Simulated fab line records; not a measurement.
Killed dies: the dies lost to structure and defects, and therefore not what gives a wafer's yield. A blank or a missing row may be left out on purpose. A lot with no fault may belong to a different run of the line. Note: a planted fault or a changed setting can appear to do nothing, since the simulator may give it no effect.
fab line records    flow sky130
[record] lots = 11  wafers = 33  last_day = 50
route steps=708 shown SD_P@330 SD_N@351 LI_CONTACT@363 PAD_OPEN@708
lots untouched by any fault: they come from a run of this same line in which no faults occurred
start_h: the number of hours between the record's first day and the start of the first shown wafer of the lot    wait_h: hours elapsed since this lot's preceding step    " identical to the entry in the row above    L1.1+2: several wafers, shown together as one row    - no value, or no start given    * or withheld: withheld    < > ~ a bound
route shown NAME@n: names a module that has steps shown in the file, with the first one's number in the route    usual: mean/standard deviation of fault-free wafers    same: alike in all rows    chamber/n: place in a boat    sites: per-site readings    _std_site: how widely they spread, as a standard deviation    _edge_site: outer sites' mean less inner sites'    radius_mm: for every site, how far away it sits from the centre of the wafer    mask NAME#n: copy n    behind: the most recent tool/chamber to have shaped the wafer    hold: why the lot went on hold/how many hours it stayed there/how the hold came to an end    device: the n, p or np transistor that did not switch    end of line: tests of these same wafers at the route's end    a step without rows: its recipe alone    killed: the dies lost at the first sort to structure and to defects; this is not the yield of the wafer    map: a wafer's dies, x killed, . not, _ none there
set.NAME: the setting the step ran with; set.NAME@STEP: the setting that earlier step ran with    model.NAME: the simulator's own value behind a step, which no gauge read
one table for each step of the route and one row for each wafer, over a sample of lots
services: a tool's chamber out of use, with start hour (start_h, from the record's first day; less than 0 if before it), hours out, and reason
[[steps]]
[step SKY_SD_P_STRIP_10]
[recipe] chemistry = O2/N2  power_w = 1400  pressure_mtorr = 1500  platen_temp_c = withheld  o2_flow_sccm = 3000  n2_flow_sccm = 300  overash_fraction = 0.5
[usual] drypump_motor_current_A = 5.6/0.46  oes_product_au = 0.618/0.0048  strip_time_to_endpoint_s = 17.483/0.03
lot.wafer  tool             chamber  start_h  wait_h  drypump_motor_current_A  oes_product_au  rf_hours_counter_h  strip_time_to_endpoint_s
L895.2     plasma_asher-01  1        588.93   0.1     5.5                      0.621           47                  17.471
L895.3     "                1        "        "       5.6                      0.613           -                   17.475
L895.6     "                0        "        "       6.1                      0.620           -                   17.465
L897.2     plasma_asher-02  1        614.23   0.1     4.8                      0.613           78                  17.480
L897.4     "                1        "        "       4.8                      0.609           -                   17.467
L897.6     "                1        "        "       4.8                      0.618           -                   17.490
L899.2     plasma_asher-03  0        630.90   0.1     6.0                      0.613           92                  17.490
L899.3     "                0        "        "       6.0                      0.617           -                   17.443
L899.6     "                1        "        "       5.4                      0.618           -                   17.490
L901.2     plasma_asher-02  0        648.13   0.1     5.7                      0.621           81                  17.476
L901.3     "                1        "        "       4.8                      0.618           -                   17.488
L901.6     "                1        "        "       4.8                      0.624           -                   17.452
L902.1     plasma_asher-03  0        656.28   0.1     6.0                      0.620           95                  17.475
L902.2     "                1        "        "       5.4                      0.629           95                  17.458
L902.3     "                0        "        "       6.0                      0.615           -                   17.453
L906.2     plasma_asher-03  1        685.80   0.1     5.4                      0.629           96                  17.523
L906.4     "                0        "        "       6.0                      0.617           -                   17.534
L906.6     "                1        "        "       5.4                      0.623           -                   17.524
L908.1     plasma_asher-02  1        709.55   0.1     4.8                      0.613           88                  17.479
L908.3     "                1        "        "       4.8                      0.615           -                   17.462
L908.6     "                0        "        "       5.8                      0.627           -                   17.525
L909.1     plasma_asher-01  0        722.68   0.1     6.1                      0.618           60                  17.520
L909.3     "                1        "        "       5.6                      0.618           -                   17.521
L909.5     "                0        "        "       6.1                      0.619           -                   17.509
L915.2     plasma_asher-01  0        761.88   0.1     6.1                      0.624           64                  17.430
L915.4     "                0        "        "       6.1                      0.615           -                   17.421
L915.5     "                1        "        "       5.6                      0.621           -                   17.438
L917.1     plasma_asher-01  1        770.73   0.1     5.6                      0.617           65                  17.491
L917.3     "                1        "        "       5.6                      0.615           -                   17.467
L917.6     "                1        "        "       5.6                      0.612           -                   17.490
L916.1     plasma_asher-01  1        773.48   0.1     5.6                      0.618           65                  17.519
L916.5     "                1        "        "       5.6                      0.612           -                   17.461
L916.6     "                0        "        "       6.1                      0.617           -                   17.517
[step SKY_SD_P_TW_MEAS_11]
[usual] SD_P_TW = 2824/18
lot.wafer  tool           chamber  start_h  wait_h  SD_P_TW
L895.2     film_metro-01  -        589.04   0.1     2829
L895.3     "              -        "        "       2799
L895.6     "              -        "        "       2808
L897.2     film_metro-03  -        614.34   0.1     2831
L897.4     "              -        "        "       2840
L897.6     "              -        "        "       2836
L899.2     film_metro-02  -        631.01   0.1     2881
L899.3     "              -        "        "       2857
L899.6     "              -        "        "       2866
L901.2     film_metro-03  -        648.24   0.1     2832
L901.3     "              -        "        "       2828
L901.6     "              -        "        "       2817
L902.1     film_metro-03  -        656.38   0.1     2821
L902.2     "              -        "        "       2817
L902.3     "              -        "        "       2819
L906.2     film_metro-01  -        685.91   0.1     2813
L906.4     "              -        "        "       2804
L906.6     "              -        "        "       2801
L908.1     film_metro-01  -        709.65   0.1     2825
L908.3     "              -        "        "       2827
L908.6     "              -        "        "       2801
L909.1     film_metro-02  -        722.78   0.1     2827
L909.3     "              -        "        "       2853
L909.5     "              -        "        "       2845
L915.2     film_metro-02  -        761.99   0.1     2828
L915.4     "              -        "        "       2838
L915.5     "              -        "        "       2831
L917.1     film_metro-03  -        770.83   0.1     2868
L917.3     "              -        "        "       2828
L917.6     "              -        "        "       2833
L916.1     film_metro-03  -        773.58   0.1     2812
L916.5     "              -        "        "       2847
L916.6     "              -        "        "       2844
[step SKY_SD_N_IMPLANT_09]
[recipe] species = As  energy_kev = 50  dose_cm2 = 4e+15  tilt_deg = 0
[usual] beam_on_s = 17.1/1.5  dose_ions_cm2 = 4e+15/4.3e+12
lot.wafer  tool          chamber  start_h  wait_h  beam_on_s  dose_ions_cm2
L895.2     implanter-01  0        647.70   0.0     15.3       3.996e+15
L895.3     "             0        "        "       15.3       3.999e+15
L895.6     "             0        "        "       14.8       3.998e+15
L897.2     implanter-01  0        672.21   0.0     15.1       3.998e+15
L897.4     "             0        "        "       15.7       3.998e+15
L897.6     "             0        "        "       15.6       4.003e+15
L899.2     implanter-04  0        688.66   0.0     16.6       3.997e+15
L899.3     "             0        "        "       16.5       4.001e+15
L899.6     "             0        "        "       17.3       3.999e+15
L901.2     implanter-04  0        704.68   0.0     16.4       3.998e+15
L901.3     "             0        "        "       17.2       4.004e+15
L901.6     "             0        "        "       16.7       4e+15
L902.1     implanter-04  0        712.44   0.0     16.7       3.998e+15
L902.2     "             0        "        "       16.7       3.994e+15
L902.3     "             0        "        "       16.7       4.001e+15
L906.2     implanter-04  0        741.85   0.0     23.4       5.531e+15
L906.4     "             0        "        "       23.2       5.532e+15
L906.6     "             0        "        "       23.6       5.522e+15
L908.1     implanter-04  0        764.73   0.0     23.5       5.524e+15
L908.3     "             0        "        "       23.1       5.523e+15
L908.6     "             0        "        "       24.5       5.527e+15
L909.1     implanter-04  0        776.13   0.0     23.5       5.523e+15
L909.3     "             0        "        "       23.9       5.519e+15
L909.5     "             0        "        "       23.7       5.527e+15
L915.2     implanter-01  0        815.03   0.0     15.3       3.999e+15
L915.4     "             0        "        "       15.1       4.006e+15
L915.5     "             0        "        "       15.6       4.002e+15
L917.1     implanter-03  0        823.45   0.0     19.1       4.003e+15
L917.3     "             0        "        "       20.0       4.006e+15
L917.6     "             0        "        "       18.9       4.002e+15
L916.1     implanter-04  0        825.93   0.0     16.5       3.998e+15
L916.5     "             0        "        "       16.7       3.994e+15
L916.6     "             0        "        "       16.9       3.996e+15
[step SKY_SD_N_STRIP_11]
[recipe] chemistry = O2/N2  power_w = 1400  pressure_mtorr = 1500  platen_temp_c = withheld  o2_flow_sccm = 3000  n2_flow_sccm = 300  overash_fraction = 0.5
[usual] drypump_motor_current_A = 5.6/0.47  oes_product_au = 0.528/0.0048  strip_time_to_endpoint_s = 22.55/0.032
lot.wafer  tool             chamber  start_h  wait_h  drypump_motor_current_A  oes_product_au  rf_hours_counter_h  strip_time_to_endpoint_s
L895.2     plasma_asher-01  1        647.98   0.1     5.6                      0.535           53                  22.56
L895.3     "                0        "        "       6.2                      0.535           -                   22.53
L895.6     "                0        "        "       6.1                      0.529           -                   22.56
L897.2     plasma_asher-04  0        672.48   0.1     6.1                      0.527           22                  22.54
L897.4     "                0        "        "       6.2                      0.528           -                   22.60
L897.6     "                1        "        "       5.5                      0.527           -                   22.57
L899.2     plasma_asher-01  0        688.93   0.1     6.1                      0.531           57                  22.57
L899.3     "                0        "        "       6.2                      0.531           -                   22.56
L899.6     "                0        "        "       6.2                      0.524           -                   22.59
L901.2     plasma_asher-02  1        704.95   0.1     4.8                      0.520           88                  22.51
L901.3     "                0        "        "       5.8                      0.517           -                   22.51
L901.6     "                0        "        "       5.8                      0.527           -                   22.55
L902.1     plasma_asher-02  0        712.74   0.1     5.8                      0.523           88                  22.55
L902.2     "                1        "        "       4.8                      0.523           88                  22.53
L902.3     "                1        "        "       4.8                      0.526           -                   22.55
L906.2     plasma_asher-02  0        742.13   0.1     5.7                      0.522           92                  23.45
L906.4     "                1        "        "       4.8                      0.516           -                   23.44
L906.6     "                0        "        "       5.8                      0.518           -                   23.48
L908.1     plasma_asher-02  1        765.03   0.1     4.8                      0.518           94                  23.46
L908.3     "                0        "        "       5.8                      0.517           -                   23.47
L908.6     "                1        "        "       4.8                      0.522           -                   23.48
L909.1     plasma_asher-02  0        776.43   0.1     5.8                      0.525           95                  23.51
L909.3     "                0        "        "       5.8                      0.518           -                   23.51
L909.5     "                1        "        "       4.8                      0.524           -                   23.46
L915.2     plasma_asher-04  1        815.30   0.1     5.5                      0.531           37                  22.55
L915.4     "                1        "        "       5.5                      0.527           -                   22.57
L915.5     "                0        "        "       6.1                      0.529           -                   22.54
L917.1     plasma_asher-04  1        823.75   0.1     5.5                      0.532           37                  22.48
L917.3     "                0        "        "       6.2                      0.524           -                   22.43
L917.6     "                0        "        "       6.2                      0.529           -                   22.52
L916.1     plasma_asher-02  1        826.23   0.1     4.8                      0.532           100                 22.57
L916.5     "                1        "        "       4.8                      0.528           -                   22.58
L916.6     "                0        "        "       5.8                      0.517           -                   22.55
[step SKY_SD_N_RS_MEAS_16]
[recipe] thk_meas_gauge = four-point-probe
[usual] SD_N_RS = 68.55/0.16
lot.wafer  tool           chamber  start_h  wait_h  SD_N_RS[ohm/sq]
L895.2     film_metro-01  -        648.39   0.1     68.54
L895.3     "              -        "        "       68.32
L895.6     "              -        "        "       68.30
L897.2     film_metro-02  -        672.89   0.1     68.60
L897.4     "              -        "        "       68.63
L897.6     "              -        "        "       68.77
L899.2     film_metro-01  -        689.34   0.1     68.52
L899.3     "              -        "        "       68.56
L899.6     "              -        "        "       68.32
L901.2     film_metro-02  -        705.36   0.1     68.52
L901.3     "              -        "        "       68.53
L901.6     "              -        "        "       68.50
L902.1     film_metro-02  -        713.12   0.1     68.75
L902.2     "              -        "        "       68.70
L902.3     "              -        "        "       68.79
L906.2     film_metro-01  -        742.53   0.1     65.95
L906.4     "              -        "        "       65.91
L906.6     "              -        "        "       65.94
L908.1     film_metro-02  -        765.41   0.1     66.31
L908.3     "              -        "        "       66.13
L908.6     "              -        "        "       66.12
L909.1     film_metro-01  -        776.81   0.1     66.00
L909.3     "              -        "        "       66.02
L909.5     "              -        "        "       66.02
L915.2     film_metro-02  -        815.71   0.1     68.78
L915.4     "              -        "        "       68.67
L915.5     "              -        "        "       68.67
L917.1     film_metro-02  -        824.14   0.1     68.73
L917.3     "              -        "        "       68.76
L917.6     "              -        "        "       68.74
L916.1     film_metro-03  -        826.61   0.1     68.58
L916.5     "              -        "        "       68.66
L916.6     "              -        "        "       68.50
[step SKY_LI_CONTACT_THK_MEAS_01]
[recipe] reads = PSG_of_LI_CONTACT_HDPCVD_00
[usual] LI_CONTACT_HDPCVD_THK = 926/9.8
lot.wafer  tool           chamber  start_h  wait_h  LI_CONTACT_HDPCVD_THK[nm]
L895.2     film_metro-02  -        648.86   0.1     916
L895.3     "              -        "        "       923
L895.6     "              -        "        "       921
L897.2     film_metro-02  -        673.36   0.1     922
L897.4     "              -        "        "       931
L897.6     "              -        "        "       918
L899.2     film_metro-03  -        689.81   0.1     913
L899.3     "              -        "        "       919
L899.6     "              -        "        "       920
L901.2     film_metro-03  -        705.83   0.1     933
L901.3     "              -        "        "       921
L901.6     "              -        "        "       931
L902.1     film_metro-03  -        713.61   0.1     930
L902.2     "              -        "        "       917
L902.3     "              -        "        "       933
L906.2     film_metro-02  -        743.00   0.1     925
L906.4     "              -        "        "       924
L906.6     "              -        "        "       928
L908.1     film_metro-02  -        765.89   0.1     917
L908.3     "              -        "        "       925
L908.6     "              -        "        "       921
L909.1     film_metro-02  -        777.36   0.1     959
L909.3     "              -        "        "       942
L909.5     "              -        "        "       943
L915.2     film_metro-01  -        816.18   0.1     918
L915.4     "              -        "        "       927
L915.5     "              -        "        "       926
L917.1     film_metro-01  -        824.62   0.1     934
L917.3     "              -        "        "       925
L917.6     "              -        "        "       938
L916.1     film_metro-02  -        827.09   0.1     930
L916.5     "              -        "        "       929
L916.6     "              -        "        "       922
[step SKY_PAD_OPEN_PROBE_99]
[usual] killed_at_M0_to_M3 = 44/7.3  killed_at_M4_up = 3.1/1.6  killed_at_contacts = 24/5.4  killed_at_front_end = 15/4  killed_at_other = 0.2/0.49  killed_dies = 86/10  killed_open = 48/7.3  killed_short = 38/6.3
[same] gross_dies = 492  killed_at_back_side = 0
lot.wafer  tool       chamber  start_h  wait_h  killed_at_M0_to_M3  killed_at_M4_up  killed_at_contacts  killed_at_front_end  killed_at_other  killed_dies  killed_open  killed_short
L897.2     prober-01  -        1091.59  0.1     32                  3                30                  10                   1                76           41           35
L897.4     prober-01  -        1091.69  0.2     35                  6                18                  12                   0                71           39           32
L897.6     prober-01  -        1091.79  0.2     43                  4                19                  10                   1                77           45           32
L899.2     prober-01  -        1105.24  0.1     32                  3                21                  14                   0                70           36           34
L899.3     prober-01  -        1105.29  0.2     36                  3                21                  16                   0                76           48           28
L899.6     prober-01  -        1105.44  0.2     36                  5                17                  18                   0                76           47           29
L901.2     prober-01  -        1116.20  0.1     45                  2                24                  18                   0                89           52           37
L901.3     prober-01  -        1116.25  0.2     33                  3                17                  21                   1                75           38           37
L901.6     prober-01  -        1116.40  0.2     52                  2                11                  18                   0                83           46           37
L906.2     prober-02  -        1144.06  0.1     43                  2                22                  13                   0                80           48           32
L906.4     prober-02  -        1144.16  0.2     48                  4                29                  23                   0                104          60           44
L906.6     prober-02  -        1144.26  0.2     25                  2                29                  14                   0                70           45           25
L908.1     prober-02  -        1160.98  0.1     37                  5                23                  8                    0                73           38           35
L908.3     prober-02  -        1161.08  0.2     51                  0                29                  13                   0                93           55           38
L908.6     prober-02  -        1161.23  0.2     51                  3                20                  13                   1                88           46           42
L909.1     prober-01  -        1165.54  0.1     61                  3                15                  12                   0                91           46           45
L909.3     prober-01  -        1165.64  0.2     40                  2                28                  10                   0                80           50           30
L909.5     prober-01  -        1165.74  0.2     48                  7                26                  11                   0                92           54           38
L915.2     prober-02  -        1192.10  0.1     36                  3                21                  14                   0                74           39           35
L915.4     prober-02  -        1192.20  0.2     40                  4                18                  20                   1                83           48           35
L915.5     prober-02  -        1192.25  0.2     34                  2                22                  15                   0                73           42           31
L916.1     prober-02  -        1197.62  0.1     44                  5                25                  20                   0                94           54           40
L916.5     prober-02  -        1197.82  0.2     42                  2                20                  7                    0                71           40           31
L916.6     prober-02  -        1197.87  0.2     41                  3                21                  16                   1                82           50           32
// killed by level:class
L897.2 CONTACT:geometric_particle:open=13 LI_CONTACT:geometric_particle:open=8 VIA1:geometric_particle:open=6 POLY_GATE:geometric_particle:short=5 METAL1:geometric_particle:short=5 METAL2:geometric_particle:short=5 CONTACT:geometric_particle:short=4 VIA2:geometric_particle:open=4
L897.4 CONTACT:geometric_particle:open=16 METAL2:geometric_particle:short=7 POLY_GATE:geometric_particle:open=5 METAL4:geometric_particle:short=5 METAL1:geometric_particle:short=4 VIA1:geometric_particle:open=4 VIA1:geometric_particle:short=4 VIA2:geometric_particle:short=4
L897.6 VIA1:geometric_particle:open=14 CONTACT:geometric_particle:open=8 VIA3:geometric_particle:short=7 VIA3:geometric_particle:open=6 LI_CONTACT:geometric_particle:open=6 CONTACT:geometric_particle:short=3 VIA1:geometric_particle:short=3 METAL3:geometric_particle:short=3
L899.2 CONTACT:geometric_particle:open=8 METAL1:geometric_particle:short=8 LI_CONTACT:geometric_particle:open=7 FIELD_ISO:geometric_particle:short=6 VIA1:geometric_particle:open=6 METAL2:geometric_particle:short=4 POLY_GATE:geometric_particle:open=4 CONTACT:geometric_particle:short=4
L899.3 LI_CONTACT:geometric_particle:open=10 VIA3:geometric_particle:open=8 FIELD_ISO:geometric_particle:open=6 VIA2:geometric_particle:open=6 CONTACT:geometric_particle:open=5 METAL1:geometric_particle:short=5 FIELD_ISO:geometric_particle:short=4 VIA1:geometric_particle:open=4
L899.6 LI_CONTACT:geometric_particle:open=8 VIA2:geometric_particle:open=8 VIA3:geometric_particle:open=6 VIA1:geometric_particle:open=6 FIELD_ISO:geometric_particle:open=5 POLY_GATE:geometric_particle:open=4 FIELD_ISO:geometric_particle:short=3 POLY_GATE:geometric_particle:short=3
L901.2 VIA1:geometric_particle:open=11 POLY_GATE:geometric_particle:open=10 VIA2:geometric_particle:open=8 LI_CONTACT:geometric_particle:open=7 METAL1:geometric_particle:short=6 LI_CONTACT:geometric_particle:short=5 VIA3:geometric_particle:open=5 CONTACT:geometric_particle:open=5
L901.3 POLY_GATE:geometric_particle:short=7 CONTACT:geometric_particle:open=7 LI_CONTACT:geometric_particle:open=6 METAL1:geometric_particle:short=6 FIELD_ISO:geometric_particle:open=5 VIA2:geometric_particle:open=5 POLY_GATE:geometric_particle:open=4 METAL2:geometric_particle:short=4
L901.6 VIA1:geometric_particle:open=13 METAL1:geometric_particle:short=10 VIA2:geometric_particle:open=6 VIA3:geometric_particle:open=6 FIELD_ISO:geometric_particle:short=5 LI_CONTACT:geometric_particle:open=5 METAL3:geometric_particle:short=5 POLY_GATE:geometric_particle:open=4
L906.2 CONTACT:geometric_particle:open=12 VIA1:geometric_particle:open=10 METAL1:geometric_particle:short=5 VIA3:geometric_particle:open=4 METAL3:geometric_particle:short=4 SPACER:geometric_particle:open=4 LI_CONTACT:geometric_particle:open=4 CONTACT:geometric_particle:short=4
L906.4 VIA1:geometric_particle:open=17 LI_CONTACT:geometric_particle:open=10 VIA2:geometric_particle:open=8 POLY_GATE:geometric_particle:open=7 CONTACT:geometric_particle:short=7 VIA1:geometric_particle:short=7 POLY_GATE:geometric_particle:short=4 SPACER:geometric_particle:short=4
L906.6 CONTACT:geometric_particle:open=14 VIA1:geometric_particle:open=13 CONTACT:geometric_particle:short=8 POLY_GATE:geometric_particle:open=5 LI_CONTACT:geometric_particle:open=4 METAL1:geometric_particle:short=4 FIELD_ISO:geometric_particle:open=3 POLY_GATE:geometric_particle:short=3
L908.1 VIA2:geometric_particle:open=6 VIA3:geometric_particle:open=6 CONTACT:geometric_particle:open=6 LI_CONTACT:geometric_particle:short=5 LI_CONTACT:geometric_particle:open=5 LOCAL_INTERCONNECT:geometric_particle:short=5 METAL1:geometric_particle:short=4 METAL2:geometric_particle:short=4
L908.3 VIA1:geometric_particle:open=16 CONTACT:geometric_particle:open=10 VIA2:geometric_particle:open=9 LI_CONTACT:geometric_particle:open=7 LOCAL_INTERCONNECT:geometric_particle:short=6 METAL2:geometric_particle:short=6 VIA1:geometric_particle:short=5 METAL2:geometric_particle:open=5
L908.6 VIA1:geometric_particle:open=13 VIA2:geometric_particle:open=9 CONTACT:geometric_particle:open=6 METAL2:geometric_particle:short=6 VIA3:geometric_particle:short=6 FIELD_ISO:geometric_particle:short=5 LI_CONTACT:geometric_particle:open=5 METAL1:geometric_particle:short=5
L909.1 VIA1:geometric_particle:open=16 VIA2:geometric_particle:open=7 LI_CONTACT:geometric_particle:open=6 METAL2:geometric_particle:short=6 METAL3:geometric_particle:short=6 VIA3:geometric_particle:short=6 VIA1:geometric_particle:short=5 VIA3:geometric_particle:open=5
L909.3 VIA1:geometric_particle:open=12 CONTACT:geometric_particle:open=9 VIA3:geometric_particle:open=8 LI_CONTACT:geometric_particle:open=7 CONTACT:geometric_particle:short=5 VIA1:geometric_particle:short=4 VIA2:geometric_particle:short=4 FIELD_ISO:geometric_particle:open=3
L909.5 CONTACT:geometric_particle:open=14 VIA2:geometric_particle:open=10 VIA1:geometric_particle:open=9 VIA1:geometric_particle:short=7 METAL2:geometric_particle:short=5 VIA3:geometric_particle:short=5 VIA3:geometric_particle:open=5 FIELD_ISO:geometric_particle:short=4
L915.2 VIA1:geometric_particle:open=11 CONTACT:geometric_particle:open=8 CONTACT:geometric_particle:short=6 FIELD_ISO:geometric_particle:open=5 VIA1:geometric_particle:short=5 FIELD_ISO:geometric_particle:short=4 VIA2:geometric_particle:short=4 VIA3:geometric_particle:open=4
L915.4 VIA2:geometric_particle:open=9 VIA3:geometric_particle:open=8 METAL1:geometric_particle:short=7 POLY_GATE:geometric_particle:open=6 VIA1:geometric_particle:open=6 LOCAL_INTERCONNECT:geometric_particle:short=4 CONTACT:geometric_particle:short=4 CONTACT:geometric_particle:open=4
L915.5 CONTACT:geometric_particle:open=9 VIA1:geometric_particle:open=7 FIELD_ISO:geometric_particle:open=6 VIA1:geometric_particle:short=6 VIA3:geometric_particle:open=5 LOCAL_INTERCONNECT:geometric_particle:short=4 METAL2:geometric_particle:short=4 VIA2:geometric_particle:open=4
L916.1 VIA1:geometric_particle:open=14 CONTACT:geometric_particle:open=11 VIA3:geometric_particle:open=6 LI_CONTACT:geometric_particle:open=5 METAL2:geometric_particle:open=5 METAL4:geometric_particle:short=5 FIELD_ISO:geometric_particle:open=4 CONTACT:geometric_particle:short=4
L916.5 VIA1:geometric_particle:open=11 CONTACT:geometric_particle:open=7 VIA2:geometric_particle:open=6 VIA3:geometric_particle:open=6 METAL1:geometric_particle:short=5 LOCAL_INTERCONNECT:geometric_particle:short=4 POLY_GATE:geometric_particle:open=3 LI_CONTACT:geometric_particle:short=3
L916.6 CONTACT:geometric_particle:open=9 VIA1:geometric_particle:open=9 VIA3:geometric_particle:open=6 POLY_GATE:geometric_particle:open=6 LI_CONTACT:geometric_particle:open=6 VIA1:geometric_particle:short=6 METAL1:geometric_particle:short=4 CONTACT:geometric_particle:short=4
[[services]]
tool             chamber  start_h  hours  kind
implanter-03     -        566.84   10.9   pm
plasma_asher-02  -        600.78   2.1    repair
implanter-04     -        656.88   6.4    pm
plasma_asher-04  -        658.64   3.5    repair
implanter-01     -        658.85   7.4    repair
implanter-03     -        667.19   4.3    pm
plasma_asher-03  -        667.47   14.6   pm
implanter-04     -        695.14   3.9    pm
plasma_asher-01  -        704.31   2.8    pm
implanter-01     -        709.01   2.6    repair
implanter-01     -        718.69   11.9   repair
plasma_asher-03  -        733.75   9.0    pm
plasma_asher-03  0        733.75   9.0    vent_cycle
plasma_asher-03  1        733.75   9.0    vent_cycle
plasma_asher-04  -        736.68   0.8    repair
plasma_asher-03  0        742.75   -      clean
implanter-03     -        759.45   3.1    pm
implanter-01     -        762.19   0.5    repair
implanter-01     -        778.00   16.3   repair
plasma_asher-02  -        784.55   1.7    repair
implanter-03     -        795.81   1.5    repair
implanter-03     -        802.00   2.9    repair
plasma_asher-03  -        804.25   0.6    repair
implanter-01     -        824.10   2.9    pm
[[key]]
[first_sign] step = SKY_SD_N_IMPLANT_09  reading = dose_ions_cm2  direction = up  sigmas = 99+  usual = *  struck = *
[effect] step = SKY_SD_N_IMPLANT_09  reading = beam_on_s  direction = up  sigmas = 4.4  usual = 17.1  struck = 23.6
[effect] step = SKY_SD_N_STRIP_11  reading = strip_time_to_endpoint_s  direction = up  sigmas = 28  usual = *  struck = *
[effect] step = SKY_SD_N_RS_MEAS_16  reading = SD_N_RS  direction = down  sigmas = 16  usual = 68.55  struck = 66.04
met_at SKY_SD_N_IMPLANT_09
struck_lots L906,L908,L909
tester_left_out L906,L908,L909
not_acting_at SKY_SD_P_STRIP_10,SKY_SD_P_TW_MEAS_11,SKY_LI_CONTACT_THK_MEAS_01
onset_between 712.44 741.85
[fault] kind = process_parameter_drift  tool = implanter-04  chamber = -  onset_h = 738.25  steps = SKY_SD_N_IMPLANT_09  channel = dose_cm2  offset = *  shape = step  end_h = 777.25  acts_in = *  stated = *
// tester_left_out: of these lots the tester's yield and bins aren't shown, on N5 and GAA mostly nor the transistor test; their killed dies are dies lost to structure and defects alone, not to doping, threshold or leakage, so they don't give the yield
